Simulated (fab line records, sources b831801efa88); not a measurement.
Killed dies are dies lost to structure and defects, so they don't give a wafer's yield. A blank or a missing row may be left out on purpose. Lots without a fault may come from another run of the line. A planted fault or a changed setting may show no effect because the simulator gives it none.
fab line records | flow sky130
record lots=5 wafers=15 last_day=50
route steps=708 shown VT_ADJUST_HVTR@138 VT_ADJUST_PCH@143 SONOS_TUNNEL@154 SONOS_ONO@168
lots that met no fault: from a run of the same line without faults
start_h: hours from the record's first day to the start of the lot's first wafer shown | wait_h: hours since the lot's step before | " the same as in the row above | L1.1+2: a row that stands for several wafers | - no value, or no start given | * or withheld: withheld | < > ~ a bound
route shown NAME@n: a module of which the file shows steps, and the number in the route of the first | usual: mean/standard deviation of fault-free wafers | same: alike in all rows | chamber/n: place in a boat | sites: the reading at each site | _std_site: their standard deviation | _edge_site: outer sites' mean less inner sites' | radius_mm: how far each site lies from the wafer's centre | mask NAME#n: copy n | behind: the tool/chamber that last shaped the wafer | hold: why the lot was held/for how many hours/how that ended | device: the transistor (n, p or np) that didn't switch | end of line: the same wafers' tests at the end of the route | a step without rows: its recipe alone | killed: dies lost to structure and defects at the first sort, not the wafer's yield | map: a wafer's dies, x killed, . not, _ none there
set.NAME: the setting as run; set.NAME@STEP: as run at that earlier step | model.NAME: the simulator's own value behind a step, which no gauge read
lots at some steps of the route; a table a step, a row a wafer
services: from which hour (start_h, from the record's first day; less than 0 if before it) a tool's chamber was out of use, for how many hours, and why
## steps
# step SKY_VT_ADJUST_HVTR_CD_MEAS_07
# recipe target_cd_nm=380
# usual cd_nm=379.1/2.2
# columns lot.wafer tool chamber start_h wait_h cd_nm
L078.2 cd_sem-01 - 231.65 0.1 380.1
L078.4 " - " " 381.1
L078.6 " - " " 379.3
L084.1 cd_sem-02 - 278.94 0.1 377.1
L084.3 " - " " 379.3
L084.4 " - " " 380.8
L087.3 cd_sem-01 - 296.42 0.2 378.8
L087.4 " - " " 380.3
L087.6 " - " " 379.2
L092.3 cd_sem-01 - 331.06 0.1 378.0
L092.4 " - " " 380.1
L092.5 " - " " 378.7
L095.3 cd_sem-01 - 354.65 0.1 374.6
L095.4 " - " " 377.8
L095.5 " - " " 376.5
# step SKY_VT_ADJUST_HVTR_OVL_MEAS_08
# usual VT_ADJUST_HVTR_OVL=-0.1/1.4
# columns lot.wafer tool chamber start_h wait_h VT_ADJUST_HVTR_OVL[nm]
L078.2 overlay-02 - 231.75 0.1 -0.8
L078.4 " - " " -0.2
L078.6 " - " " -1.3
L084.1 overlay-02 - 279.06 0.1 -0.7
L084.3 " - " " 0.2
L084.4 " - " " -0.8
L087.3 overlay-02 - 296.51 0.1 -1.4
L087.4 " - " " -1.3
L087.6 " - " " -0.9
L092.3 overlay-02 - 331.16 0.1 1.2
L092.4 " - " " 0.4
L092.5 " - " " 1.9
L095.3 overlay-01 - 354.74 0.1 -0.1
L095.4 " - " " -0.6
L095.5 " - " " 2.5
# step SKY_VT_ADJUST_HVTR_IMPLANT_09
# recipe species=B energy_kev=10 dose_cm2=2.1e+12 tilt_deg=withheld
# columns lot.wafer tool chamber start_h wait_h
L078.2+4+6 implanter-01 0 231.81 0.0
L084.1+3+4 implanter-02 0 279.09 0.0
L087.3+4+6 implanter-02 0 296.61 0.1
L092.3+4+5 implanter-02 0 331.23 0.1
L095.3+4+5 implanter-03 0 354.81 0.1
# step SKY_VT_ADJUST_HVTR_STRIP_10
# recipe chemistry=O2/N2 power_w=1400 pressure_mtorr=1500 platen_temp_c=withheld o2_flow_sccm=3000 n2_flow_sccm=300 overash_fraction=0.5
# usual drypump_motor_current_A=5.8/0.37 oes_product_au=0.716/0.004 strip_time_to_endpoint_s=14.30/0.032
# columns lot.wafer tool chamber start_h wait_h drypump_motor_current_A oes_product_au rf_hours_counter_h strip_time_to_endpoint_s
L078.2 plasma_asher-04 1 231.93 0.1 5.3 0.714 56 14.30
L078.4 " 1 " " 5.3 0.722 - 14.33
L078.6 " 0 " " 5.9 0.714 - 14.31
L084.1 plasma_asher-04 1 279.24 0.1 5.3 0.718 61 14.28
L084.3 " 1 " " 5.3 0.715 - 14.28
L084.4 " 0 " " 5.9 0.713 - 14.28
L087.3 plasma_asher-03 0 296.75 0.1 6.3 0.706 - 14.29
L087.4 " 1 " " 5.6 0.710 - 14.29
L087.6 " 0 " " 6.3 0.714 - 14.35
L092.3 plasma_asher-04 1 331.36 0.1 5.3 0.720 - 14.27
L092.4 " 0 " " 5.9 0.710 - 14.30
L092.5 " 1 " " 5.3 0.715 - 14.28
L095.3 plasma_asher-01 1 354.94 0.1 6.3 0.717 - 14.33
L095.4 " 0 " " 5.5 0.706 - 14.31
L095.5 " 1 " " 6.2 0.716 - 14.28
# step SKY_VT_ADJUST_HVTR_TW_MEAS_11
# usual VT_ADJUST_HVTR_TW=213.7/0.94
# columns lot.wafer tool chamber start_h wait_h VT_ADJUST_HVTR_TW
L078.2 film_metro-03 - 232.04 0.1 215.0
L078.4 " - " " 214.5
L078.6 " - " " 213.9
L084.1 film_metro-01 - 279.34 0.1 212.0
L084.3 " - " " 212.1
L084.4 " - " " 213.5
L087.3 film_metro-03 - 296.83 0.1 215.1
L087.4 " - " " 214.3
L087.6 " - " " 213.5
L092.3 film_metro-01 - 331.45 0.1 213.4
L092.4 " - " " 212.8
L092.5 " - " " 213.0
L095.3 film_metro-02 - 355.03 0.1 214.6
L095.4 " - " " 214.5
L095.5 " - " " 213.9
# step SKY_VT_ADJUST_PCH_DEHYDRATE_00
# recipe temp_c=200 time_s=60
# columns lot.wafer tool chamber start_h wait_h
L078.2+4+6 litho_track-02 0 242.48 10.4
L084.1+3+4 litho_track-04 0 291.72 12.4
L087.3+4+6 litho_track-01 0 308.61 11.8
L092.3+4+5 litho_track-01 0 344.76 13.3
L095.3+4+5 litho_track-01 0 367.36 12.3
# step SKY_VT_ADJUST_PCH_HMDS_01
# recipe prime_time_s=60 prime_temp_c=120
# same prime_time_s=60
# columns lot.wafer tool chamber start_h wait_h
L078.2+4+6 litho_track-02 0 242.63 0.1
L084.1+3+4 litho_track-04 0 291.87 0.1
L087.3+4+6 litho_track-01 0 308.76 0.1
L092.3+4+5 litho_track-01 0 344.91 0.1
L095.3+4+5 litho_track-01 0 367.51 0.1
# step SKY_VT_ADJUST_PCH_COAT_02
# recipe spin_rpm=2000 resist_thk_nm=3000
# columns lot.wafer tool chamber start_h wait_h
L078.2+4+6 litho_track-02 0 242.78 0.1
L084.1+3+4 litho_track-04 0 292.02 0.1
L087.3+4+6 litho_track-01 0 308.91 0.1
L092.3+4+5 litho_track-01 0 345.06 0.1
L095.3+4+5 litho_track-01 0 367.66 0.1
# step SKY_VT_ADJUST_PCH_SOFTBAKE_03
# recipe temp_c=110 time_s=withheld
# columns lot.wafer tool chamber start_h wait_h
L078.2+4+6 litho_track-02 0 242.94 0.1
L084.1+3+4 litho_track-04 0 292.17 0.1
L087.3+4+6 litho_track-01 0 309.07 0.1
L092.3+4+5 litho_track-01 0 345.22 0.1
L095.3+4+5 litho_track-01 0 367.82 0.1
# step SKY_VT_ADJUST_PCH_EXPOSE_04
# recipe mask_id=NWM na=0.6 source_shape=conventional sigma_outer=0.6 polarization=unpolarized target_cd_nm=840 dose_mj=255
# usual stage_vel_mm_s=500.00/0.28
# columns lot.wafer tool chamber start_h wait_h mask stage_vel_mm_s
L078.2 iline_stepper-02 0 - - NWM#0 500.51
L078.4 " 0 " " NWM#0 500.19
L078.6 " 0 " " NWM#0 500.30
L084.1 iline_stepper-01 0 - - NWM#0 500.11
L084.3 " 0 " " NWM#0 499.90
L084.4 " 0 " " NWM#0 500.20
L087.3 iline_stepper-01 0 - - NWM#0 500.14
L087.4 " 0 " " NWM#0 499.94
L087.6 " 0 " " NWM#0 500.26
L092.3 iline_stepper-01 0 - - NWM#0 499.69
L092.4 " 0 " " NWM#0 500.12
L092.5 " 0 " " NWM#0 499.73
L095.3 iline_stepper-02 0 - - NWM#0 499.57
L095.4 " 0 " " NWM#0 499.68
L095.5 " 0 " " NWM#0 499.82
# step SKY_VT_ADJUST_PCH_PEB_05
# recipe temp_c=115 time_s=withheld
# columns lot.wafer tool chamber start_h wait_h
L078.2+4+6 litho_track-04 0 - -
L084.1+3+4 litho_track-04 0 - -
L087.3+4+6 litho_track-01 0 - -
L092.3+4+5 litho_track-02 0 - -
L095.3+4+5 litho_track-02 0 - -
# step SKY_VT_ADJUST_PCH_DEVELOP_06
# recipe wall_angle_deg=90 developer=TMAH develop_time_s=60 dev_temp_c=23
# columns lot.wafer tool chamber start_h wait_h
L078.2+4+6 litho_track-04 0 - -
L084.1+3+4 litho_track-04 0 - -
L087.3+4+6 litho_track-01 0 - -
L092.3+4+5 litho_track-02 0 - -
L095.3+4+5 litho_track-02 0 - -
# step SKY_VT_ADJUST_PCH_OVL_MEAS_07
# usual VT_ADJUST_PCH_OVL=-1.3/1.2
# columns lot.wafer tool chamber start_h wait_h VT_ADJUST_PCH_OVL[nm]
L078.2 overlay-01 - 255.63 - -2.6
L078.4 " - " " -2.9
L078.6 " - " " -3.4
L084.1 overlay-02 - 305.12 - -0.9
L084.3 " - " " -1.2
L084.4 " - " " 0.0
L087.3 overlay-02 - 321.32 - -0.4
L087.4 " - " " 0.6
L087.6 " - " " 0.2
L092.3 overlay-01 - 358.62 - -1.3
L092.4 " - " " 0.2
L092.5 " - " " 0.1
L095.3 overlay-01 - 381.97 - -2.8
L095.4 " - " " -3.4
L095.5 " - " " -1.0
# step SKY_VT_ADJUST_PCH_IMPLANT_08
# recipe species=B energy_kev=10 dose_cm2=5e+11 tilt_deg=withheld
# columns lot.wafer tool chamber start_h wait_h
L078.2+4+6 implanter-03 0 255.69 0.0
L084.1+3+4 implanter-04 0 305.16 0.0
L087.3+4+6 implanter-04 0 321.39 0.1
L092.3+4+5 implanter-04 0 358.69 0.1
L095.3+4+5 implanter-04 0 382.04 0.1
# step SKY_VT_ADJUST_PCH_STRIP_09
# recipe chemistry=O2/N2 power_w=1400 pressure_mtorr=1500 platen_temp_c=withheld o2_flow_sccm=3000 n2_flow_sccm=300 overash_fraction=0.5
# usual drypump_motor_current_A=5.9/0.36 oes_product_au=0.722/0.0047 strip_time_to_endpoint_s=36.90/0.11
# columns lot.wafer tool chamber start_h wait_h drypump_motor_current_A oes_product_au rf_hours_counter_h strip_time_to_endpoint_s
L078.2 plasma_asher-03 0 255.81 0.1 6.3 0.725 47 37.01
L078.4 " 0 " " 6.3 0.722 - 37.02
L078.6 " 0 " " 6.3 0.718 - 36.96
L084.1 plasma_asher-04 1 305.31 0.1 5.3 0.735 63 36.95
L084.3 " 1 " " 5.3 0.725 - 36.93
L084.4 " 0 " " 5.9 0.722 - 36.99
L087.3 plasma_asher-02 0 321.53 0.1 6.1 0.725 - 36.64
L087.4 " 1 " " 6.2 0.721 - 36.83
L087.6 " 1 " " 6.2 0.715 - 36.73
L092.3 plasma_asher-04 0 358.82 0.1 5.9 0.724 - 36.86
L092.4 " 1 " " 5.3 0.733 - 36.79
L092.5 " 0 " " 5.9 0.728 - 36.79
L095.3 plasma_asher-04 0 382.17 0.1 5.9 0.728 - 36.88
L095.4 " 1 " " 5.3 0.722 - 36.85
L095.5 " 0 " " 5.9 0.725 - 36.93
# step SKY_VT_ADJUST_PCH_TW_MEAS_10
# usual VT_ADJUST_PCH_TW=144.7/0.6
# columns lot.wafer tool chamber start_h wait_h VT_ADJUST_PCH_TW
L078.2 film_metro-03 - 255.92 0.1 144.9
L078.4 " - " " 143.9
L078.6 " - " " 144.8
L084.1 film_metro-02 - 305.41 0.1 144.3
L084.3 " - " " 144.0
L084.4 " - " " 144.0
L087.3 film_metro-04 - 321.61 0.1 144.6
L087.4 " - " " 145.2
L087.6 " - " " 145.5
L092.3 film_metro-02 - 358.91 0.1 144.5
L092.4 " - " " 145.3
L092.5 " - " " 145.7
L095.3 film_metro-03 - 382.26 0.1 144.7
L095.4 " - " " 144.6
L095.5 " - " " 144.5
# step SKY_SONOS_TUNNEL_DEHYDRATE_00
# recipe temp_c=200 time_s=60
# columns lot.wafer tool chamber start_h wait_h
L078.2+4+6 litho_track-03 0 267.66 11.7
L084.1+3+4 litho_track-04 0 317.47 12.1
L087.3+4+6 litho_track-04 0 333.42 11.8
L092.3+4+5 litho_track-04 0 372.92 14.0
L095.3+4+5 litho_track-01 0 394.61 12.3
# step SKY_SONOS_TUNNEL_HMDS_01
# recipe prime_time_s=60 prime_temp_c=120
# same prime_time_s=60
# columns lot.wafer tool chamber start_h wait_h
L078.2+4+6 litho_track-03 0 267.81 0.1
L084.1+3+4 litho_track-04 0 317.62 0.1
L087.3+4+6 litho_track-04 0 333.57 0.1
L092.3+4+5 litho_track-04 0 373.07 0.1
L095.3+4+5 litho_track-01 0 394.76 0.1
# step SKY_SONOS_TUNNEL_COAT_02
# recipe resist=NOVOLAK spin_rpm=3000 resist_thk_nm=1140
# columns lot.wafer tool chamber start_h wait_h
L078.2+4+6 litho_track-03 0 267.96 0.1
L084.1+3+4 litho_track-04 0 317.77 0.1
L087.3+4+6 litho_track-04 0 333.72 0.1
L092.3+4+5 litho_track-04 0 373.22 0.1
L095.3+4+5 litho_track-01 0 394.91 0.1
# step SKY_SONOS_TUNNEL_SOFTBAKE_03
# recipe temp_c=90 time_s=60 resist=NOVOLAK
# columns lot.wafer tool chamber start_h wait_h
L078.2+4+6 litho_track-03 0 268.11 0.1
L084.1+3+4 litho_track-04 0 317.92 0.1
L087.3+4+6 litho_track-04 0 333.87 0.1
L092.3+4+5 litho_track-04 0 373.37 0.1
L095.3+4+5 litho_track-01 0 395.06 0.1
# step SKY_SONOS_TUNNEL_EXPOSE_04
# recipe mask_id=TUNM na=0.6 source_shape=conventional sigma_outer=0.6 polarization=unpolarized target_cd_nm=410 dose_mj=136
# usual stage_vel_mm_s=500.01/0.24
# columns lot.wafer tool chamber start_h wait_h mask stage_vel_mm_s
L078.2 iline_stepper-02 0 - - TUNM#0 500.10
L078.4 " 0 " " TUNM#0 500.39
L078.6 " 0 " " TUNM#0 500.31
L084.1 iline_stepper-02 0 - - TUNM#0 499.62
L084.3 " 0 " " TUNM#0 500.43
L084.4 " 0 " " TUNM#0 500.03
L087.3 iline_stepper-02 0 - - TUNM#0 500.29
L087.4 " 0 " " TUNM#0 500.48
L087.6 " 0 " " TUNM#0 500.08
L092.3 iline_stepper-01 0 - - TUNM#0 500.19
L092.4 " 0 " " TUNM#0 500.38
L092.5 " 0 " " TUNM#0 499.72
L095.3 iline_stepper-01 0 - - TUNM#0 500.10
L095.4 " 0 " " TUNM#0 500.19
L095.5 " 0 " " TUNM#0 500.43
# step SKY_SONOS_TUNNEL_PEB_05
# recipe temp_c=withheld time_s=* resist=NOVOLAK
# columns lot.wafer tool chamber start_h wait_h
L078.2+4+6 litho_track-04 0 - -
L084.1+3+4 litho_track-04 0 - -
L087.3+4+6 litho_track-01 0 - -
L092.3+4+5 litho_track-01 0 - -
L095.3+4+5 litho_track-01 0 - -
# step SKY_SONOS_TUNNEL_DEVELOP_06
# recipe resist=NOVOLAK developer=TMAH develop_time_s=60 dev_temp_c=23
# columns lot.wafer tool chamber start_h wait_h
L078.2+4+6 litho_track-04 0 279.70 0.1
L084.1+3+4 litho_track-04 0 329.67 0.1
L087.3+4+6 litho_track-01 0 347.36 0.1
L092.3+4+5 litho_track-01 0 386.31 0.1
L095.3+4+5 litho_track-01 0 409.11 0.1
# step SKY_SONOS_TUNNEL_CD_MEAS_07
# recipe target_cd_nm=410
# usual cd_nm=410.3/2.1
# columns lot.wafer tool chamber start_h wait_h cd_nm
L078.2 cd_sem-02 - 279.85 0.1 411.7
L078.4 " - " " 413.0
L078.6 " - " " 408.4
L084.1 cd_sem-02 - 329.82 0.1 412.0
L084.3 " - " " 408.4
L084.4 " - " " 414.5
L087.3 cd_sem-02 - 347.50 0.1 408.2
L087.4 " - " " 408.2
L087.6 " - " " 407.8
L092.3 cd_sem-01 - 386.45 0.1 407.2
L092.4 " - " " 407.0
L092.5 " - " " 407.5
L095.3 cd_sem-02 - 409.25 0.1 410.0
L095.4 " - " " 413.1
L095.5 " - " " 414.2
# step SKY_SONOS_TUNNEL_OVL_MEAS_08
# usual SONOS_TUNNEL_OVL=-1.8/1.3
# columns lot.wafer tool chamber start_h wait_h SONOS_TUNNEL_OVL[nm]
L078.2 overlay-01 - 279.95 0.1 2.1
L078.4 " - " " 0.6
L078.6 " - " " 0.1
L084.1 overlay-02 - 329.94 0.1 -2.3
L084.3 " - " " -2.7
L084.4 " - " " -4.0
L087.3 overlay-02 - 347.59 0.1 -1.7
L087.4 " - " " -2.2
L087.6 " - " " -2.3
L092.3 overlay-02 - 386.54 0.1 0.6
L092.4 " - " " -2.2
L092.5 " - " " -1.3
L095.3 overlay-01 - 409.34 0.1 -2.9
L095.4 " - " " -0.1
L095.5 " - " " -0.4
# step SKY_SONOS_TUNNEL_IMPLANT_09
# recipe species=B energy_kev=20 dose_cm2=1e+12 tilt_deg=withheld
# columns lot.wafer tool chamber start_h wait_h
L078.2+4+6 implanter-02 0 280.01 0.0
L084.1+3+4 implanter-04 0 329.98 0.0
L087.3+4+6 implanter-04 0 347.66 0.1
L092.3+4+5 implanter-03 0 386.61 0.1
L095.3+4+5 implanter-02 0 409.41 0.1
# step SKY_SONOS_TUNNEL_WET_ETCH_10
# recipe chemistry=dHF target_depth_nm=14 target=SiO2 dilution=100:1 temp_c=25 time_s=280
# columns lot.wafer tool chamber start_h wait_h
L078.2+4+6 wet_bench-04 1 280.13 0.1
L084.1+3+4 wet_bench-04 1 330.13 0.1
L087.3+4+6 wet_bench-03 3 347.76 0.1
L092.3+4+5 wet_bench-04 2 386.71 0.1
L095.3+4+5 wet_bench-04 2 409.51 0.1
# step SKY_SONOS_TUNNEL_STRIP_11
# recipe chemistry=SPM time_s=600 temp_c=130
# columns lot.wafer tool chamber start_h wait_h
L078.2+4+6 wet_bench-03 3 280.22 0.0
L084.1+3+4 wet_bench-03 0 330.22 0.0
L087.3+4+6 wet_bench-04 1 347.85 0.0
L092.3+4+5 wet_bench-02 3 386.80 0.0
L095.3+4+5 wet_bench-02 1 409.60 0.0
# step SKY_SONOS_TUNNEL_TW_MEAS_12
# usual SONOS_TUNNEL_TW=199.4/0.99
# columns lot.wafer tool chamber start_h wait_h SONOS_TUNNEL_TW
L078.2 film_metro-04 - 280.58 0.0 198.1
L078.4 " - " " 198.3
L078.6 " - " " 200.0
L084.1 film_metro-03 - 330.41 0.0 200.8
L084.3 " - " " 198.6
L084.4 " - " " 200.6
L087.3 film_metro-01 - 348.06 0.0 198.1
L087.4 " - " " 199.2
L087.6 " - " " 198.4
L092.3 film_metro-04 - 387.01 0.0 200.0
L092.4 " - " " 200.4
L092.5 " - " " 201.1
L095.3 film_metro-01 - 409.81 0.0 199.2
L095.4 " - " " 199.5
L095.5 " - " " 199.6
# step SKY_SONOS_TUNNEL_CLEAN_13
# recipe chemistry=dHF time_s=20 dilution=100:1 dry=ipa_marangoni
# columns lot.wafer tool chamber start_h wait_h
L078.2+4+6 wet_bench-04 3 280.63 0.0
L084.1+3+4 wet_bench-04 0 330.47 0.1
L087.3+4+6 wet_bench-03 0 348.10 0.0
L092.3+4+5 wet_bench-04 0 387.05 0.0
L095.3+4+5 wet_bench-04 3 409.85 0.0
# step SKY_SONOS_ONO_OXIDATION_00
# recipe temp_c=800 ambient=O2 idle_temp_c=700 ramp_up_c_per_min=10 ramp_down_c_per_min=3 stabilise_s=600 purge_s=300 target_thk_a=26 ox_time_s=1249
# usual ramp_up_c_per_min=10.0000/0.002
# columns lot.wafer tool chamber start_h wait_h ramp_up_c_per_min
L078.2 furnace-01 0 281.89 1.3 9.9986
L078.4 " 0 " " 10.002
L078.6 " 0 " " 9.9995
L084.1 furnace-01 0 331.63 1.2 10.002
L084.3 " 0 " " 10.002
L084.4 " 0 " " 9.9993
L087.3 furnace-02 0 348.11 0.0 9.9985
L087.4 " 0 " " 10.000
L087.6 " 0 " " 9.9983
L092.3 furnace-01 0 387.57 0.5 10.003
L092.4 " 0 " " 9.9973
L092.5 " 0 " " 9.9954
L095.3 furnace-01 0 409.86 0.0 10.003
L095.4 " 0 " " 10.001
L095.5 " 0 " " 9.9973
# step SKY_SONOS_ONO_THK_MEAS_01
# recipe reads=SiO2_of_SONOS_ONO_OXIDATION_00
# usual SONOS_ONO_OXIDATION_THK=2.58/0.04
# columns lot.wafer tool chamber start_h wait_h SONOS_ONO_OXIDATION_THK[nm]
L078.2 film_metro-02 - 283.25 0.0 2.51
L078.4 " - " " 2.54
L078.6 " - " " 2.58
L084.1 film_metro-01 - 332.98 0.0 2.60
L084.3 " - " " 2.65
L084.4 " - " " 2.57
L087.3 film_metro-04 - 349.53 0.1 2.60
L087.4 " - " " 2.60
L087.6 " - " " 2.64
L092.3 film_metro-04 - 388.94 0.0 2.56
L092.4 " - " " 2.54
L092.5 " - " " 2.54
L095.3 film_metro-04 - 411.23 0.0 2.60
L095.4 " - " " 2.60
L095.5 " - " " 2.59
# step SKY_SONOS_ONO_CVD_02
# recipe material=Si3N4 precursor=DCS/NH3 target_thk_nm=10.5 temp_c=770 time_s=180 pressure_mtorr=250
# usual susceptor_temp_C=769.98/0.28
# columns lot.wafer tool chamber start_h wait_h susceptor_temp_C
L078.2 lpcvd-02 1 283.86 0.6 769.92
L078.4 " 1 " " 769.92
L078.6 " 1 " " 770.17
L084.1 lpcvd-02 0 334.23 1.2 770.11
L084.3 " 0 " " 769.79
L084.4 " 0 " " 769.64
L087.3 lpcvd-02 1 350.48 0.9 769.97
L087.4 " 1 " " 769.86
L087.6 " 1 " " 770.32
L092.3 lpcvd-02 0 389.87 0.9 770.28
L092.4 " 0 " " 770.12
L092.5 " 0 " " 770.30
L095.3 lpcvd-02 1 412.22 1.0 770.17
L095.4 " 1 " " 770.22
L095.5 " 1 " " 769.92
# step SKY_SONOS_ONO_THK_MEAS_03
# recipe reads=Si3N4_of_SONOS_ONO_CVD_02
# usual SONOS_ONO_CVD_02_THK=10.55/0.14
# columns lot.wafer tool chamber start_h wait_h SONOS_ONO_CVD_02_THK[nm]
L078.2 film_metro-01 - 284.92 0.0 10.48
L078.4 " - " " 10.48
L078.6 " - " " 10.53
L084.1 film_metro-02 - 335.28 0.0 10.50
L084.3 " - " " 10.43
L084.4 " - " " 10.59
L087.3 film_metro-02 - 351.55 0.0 10.56
L087.4 " - " " 10.53
L087.6 " - " " 10.42
L092.3 film_metro-01 - 391.46 0.0 10.49
L092.4 " - " " 10.53
L092.5 " - " " 10.53
L095.3 film_metro-01 - 413.29 0.0 10.73
L095.4 " - " " 10.71
L095.5 " - " " 10.71
# step SKY_SONOS_ONO_CVD_04
# recipe material=SiO2 precursor=SiH4/N2O target_thk_nm=5.7199 temp_c=900 pressure_mtorr=384.9
# usual susceptor_temp_C=899.9/0.35
# columns lot.wafer tool chamber start_h wait_h susceptor_temp_C
L078.2 lpcvd-03 1 284.97 0.0 900.1
L078.4 " 1 " " 899.8
L078.6 " 1 " " 900.2
L084.1 lpcvd-03 0 335.34 0.1 899.7
L084.3 " 0 " " 900.2
L084.4 " 0 " " 900.3
L087.3 lpcvd-03 0 351.79 0.2 900.2
L087.4 " 0 " " 900.3
L087.6 " 0 " " 900.2
L092.3 lpcvd-03 0 391.50 0.0 900.0
L092.4 " 0 " " 900.5
L092.5 " 0 " " 899.6
L095.3 lpcvd-03 1 413.33 0.0 899.6
L095.4 " 1 " " 900.1
L095.5 " 1 " " 900.5
# step SKY_SONOS_ONO_THK_MEAS_05
# recipe reads=SiO2_of_SONOS_ONO_CVD_04
# usual SONOS_ONO_CVD_04_THK=5.52/0.11
# columns lot.wafer tool chamber start_h wait_h SONOS_ONO_CVD_04_THK[nm]
L078.2 film_metro-01 - 286.23 0.0 5.33
L078.4 " - " " 5.47
L078.6 " - " " 5.51
L084.1 film_metro-02 - 336.59 0.0 5.44
L084.3 " - " " 5.40
L084.4 " - " " 5.42
L087.3 film_metro-02 - 353.06 0.0 5.75
L087.4 " - " " 5.74
L087.6 " - " " 5.78
L092.3 film_metro-02 - 392.77 0.0 5.36
L092.4 " - " " 5.45
L092.5 " - " " 5.28
L095.3 film_metro-01 - 414.60 0.0 5.53
L095.4 " - " " 5.65
L095.5 " - " " 5.65
# step SKY_SONOS_ONO_DEHYDRATE_06
# recipe temp_c=200 time_s=60
# columns lot.wafer tool chamber start_h wait_h
L078.2+4+6 litho_track-01 0 298.28 12.0
L084.1+3+4 litho_track-02 0 349.41 12.8
L087.3+4+6 litho_track-02 0 366.06 13.0
L092.3+4+5 litho_track-03 0 406.59 13.8
L095.3+4+5 litho_track-01 0 429.26 14.6
# step SKY_SONOS_ONO_HMDS_07
# recipe prime_time_s=60 prime_temp_c=120
# same prime_time_s=60
# columns lot.wafer tool chamber start_h wait_h
L078.2+4+6 litho_track-01 0 298.43 0.1
L084.1+3+4 litho_track-02 0 349.56 0.1
L087.3+4+6 litho_track-02 0 366.21 0.1
L092.3+4+5 litho_track-03 0 406.74 0.1
L095.3+4+5 litho_track-01 0 429.41 0.1
# step SKY_SONOS_ONO_COAT_08
# recipe resist=NOVOLAK spin_rpm=3000 resist_thk_nm=1140
# columns lot.wafer tool chamber start_h wait_h
L078.2+4+6 litho_track-01 0 298.58 0.1
L084.1+3+4 litho_track-02 0 349.71 0.1
L087.3+4+6 litho_track-02 0 366.36 0.1
L092.3+4+5 litho_track-03 0 406.89 0.1
L095.3+4+5 litho_track-01 0 429.56 0.1
# step SKY_SONOS_ONO_SOFTBAKE_09
# recipe temp_c=90 time_s=60 resist=NOVOLAK
# columns lot.wafer tool chamber start_h wait_h
L078.2+4+6 litho_track-01 0 298.73 0.1
L084.1+3+4 litho_track-02 0 349.86 0.1
L087.3+4+6 litho_track-02 0 366.51 0.1
L092.3+4+5 litho_track-03 0 407.04 0.1
L095.3+4+5 litho_track-01 0 429.71 0.1
# step SKY_SONOS_ONO_EXPOSE_10
# recipe mask_id=ONOM target_cd_nm=410 na=0.6 source_shape=conventional sigma_outer=0.6 dose_mj=150
# usual stage_vel_mm_s=499.98/0.22
# columns lot.wafer tool chamber start_h wait_h mask stage_vel_mm_s
L078.2 iline_stepper-02 0 - - ONOM#0 500.19
L078.4 " 0 " " ONOM#0 499.82
L078.6 " 0 " " ONOM#0 500.05
L084.1 iline_stepper-02 0 - - ONOM#0 500.07
L084.3 " 0 " " ONOM#0 500.01
L084.4 " 0 " " ONOM#0 500.19
L087.3 iline_stepper-02 0 - - ONOM#0 500.03
L087.4 " 0 " " ONOM#0 499.83
L087.6 " 0 " " ONOM#0 499.67
L092.3 iline_stepper-01 0 - - ONOM#0 500.14
L092.4 " 0 " " ONOM#0 500.15
L092.5 " 0 " " ONOM#0 500.26
L095.3 iline_stepper-02 0 - - ONOM#0 500.30
L095.4 " 0 " " ONOM#0 499.88
L095.5 " 0 " " ONOM#0 499.78
# step SKY_SONOS_ONO_PEB_11
# recipe temp_c=withheld time_s=* resist=NOVOLAK
# columns lot.wafer tool chamber start_h wait_h
L078.2+4+6 litho_track-02 0 - -
L084.1+3+4 litho_track-01 0 - -
L087.3+4+6 litho_track-03 0 - -
L092.3+4+5 litho_track-02 0 - -
L095.3+4+5 litho_track-01 0 - -
# step SKY_SONOS_ONO_DEVELOP_12
# recipe develop_time_s=60 dev_temp_c=23
# columns lot.wafer tool chamber start_h wait_h
L078.2+4+6 litho_track-02 0 311.88 0.1
L084.1+3+4 litho_track-01 0 363.36 0.1
L087.3+4+6 litho_track-03 0 380.69 0.1
L092.3+4+5 litho_track-02 0 421.61 0.1
L095.3+4+5 litho_track-01 0 444.61 0.1
# step SKY_SONOS_ONO_CD_MEAS_13
# recipe target_cd_nm=410
# usual cd_nm=408.9/2.5
# columns lot.wafer tool chamber start_h wait_h cd_nm
L078.2 cd_sem-02 - 312.03 0.1 411.2
L078.4 " - " " 413.3
L078.6 " - " " 411.3
L084.1 cd_sem-01 - 363.51 0.1 409.9
L084.3 " - " " 411.2
L084.4 " - " " 413.9
L087.3 cd_sem-01 - 380.83 0.1 410.3
L087.4 " - " " 410.2
L087.6 " - " " 410.7
L092.3 cd_sem-02 - 421.75 0.1 404.0
L092.4 " - " " 404.0
L092.5 " - " " 403.9
L095.3 cd_sem-02 - 444.75 0.1 403.9
L095.4 " - " " 403.2
L095.5 " - " " 405.2
# step SKY_SONOS_ONO_OVL_MEAS_14
# usual SONOS_ONO_OVL=-0.2/1.3
# columns lot.wafer tool chamber start_h wait_h SONOS_ONO_OVL[nm]
L078.2 overlay-02 - 312.13 0.1 0.3
L078.4 " - " " 3.2
L078.6 " - " " 0.1
L084.1 overlay-02 - 363.63 0.1 2.0
L084.3 " - " " 0.7
L084.4 " - " " 1.1
L087.3 overlay-01 - 380.92 0.1 -0.7
L087.4 " - " " -0.4
L087.6 " - " " -1.8
L092.3 overlay-02 - 421.84 0.1 -1.3
L092.4 " - " " -1.0
L092.5 " - " " -2.2
L095.3 overlay-01 - 444.84 0.1 -0.2
L095.4 " - " " 0.8
L095.5 " - " " -1.1
## services
# columns tool chamber start_h hours kind
plasma_asher-04 - 211.52 7.7 repair
plasma_asher-02 - 220.60 1.0 repair
furnace-02 - 223.90 3.3 pm
implanter-02 - 229.70 25.3 pm
furnace-02 - 235.84 4.2 pm
plasma_asher-03 - 237.14 4.3 repair
lpcvd-03 - 237.35 1.9 repair
iline_stepper-01 - 242.36 3.2 repair
plasma_asher-02 - 249.08 4.1 repair
implanter-04 - 264.53 5.4 pm
furnace-01 - 268.90 3.2 pm
wet_bench-03 - 269.23 1.9 pm
iline_stepper-02 - 276.73 2.0 repair
implanter-01 - 278.94 6.9 repair
plasma_asher-02 - 280.34 1.6 repair
iline_stepper-01 - 290.10 1.9 repair
lpcvd-02 - 302.61 14.6 pm
iline_stepper-01 - 325.61 0.9 repair
furnace-01 - 362.74 9.8 pm
plasma_asher-01 - 365.66 2.8 pm
furnace-02 - 404.61 3.7 pm
plasma_asher-01 - 421.25 9.0 pm
plasma_asher-03 - 435.47 15.6 pm
iline_stepper-02 - 441.71 10.6 repair
## key
fault none
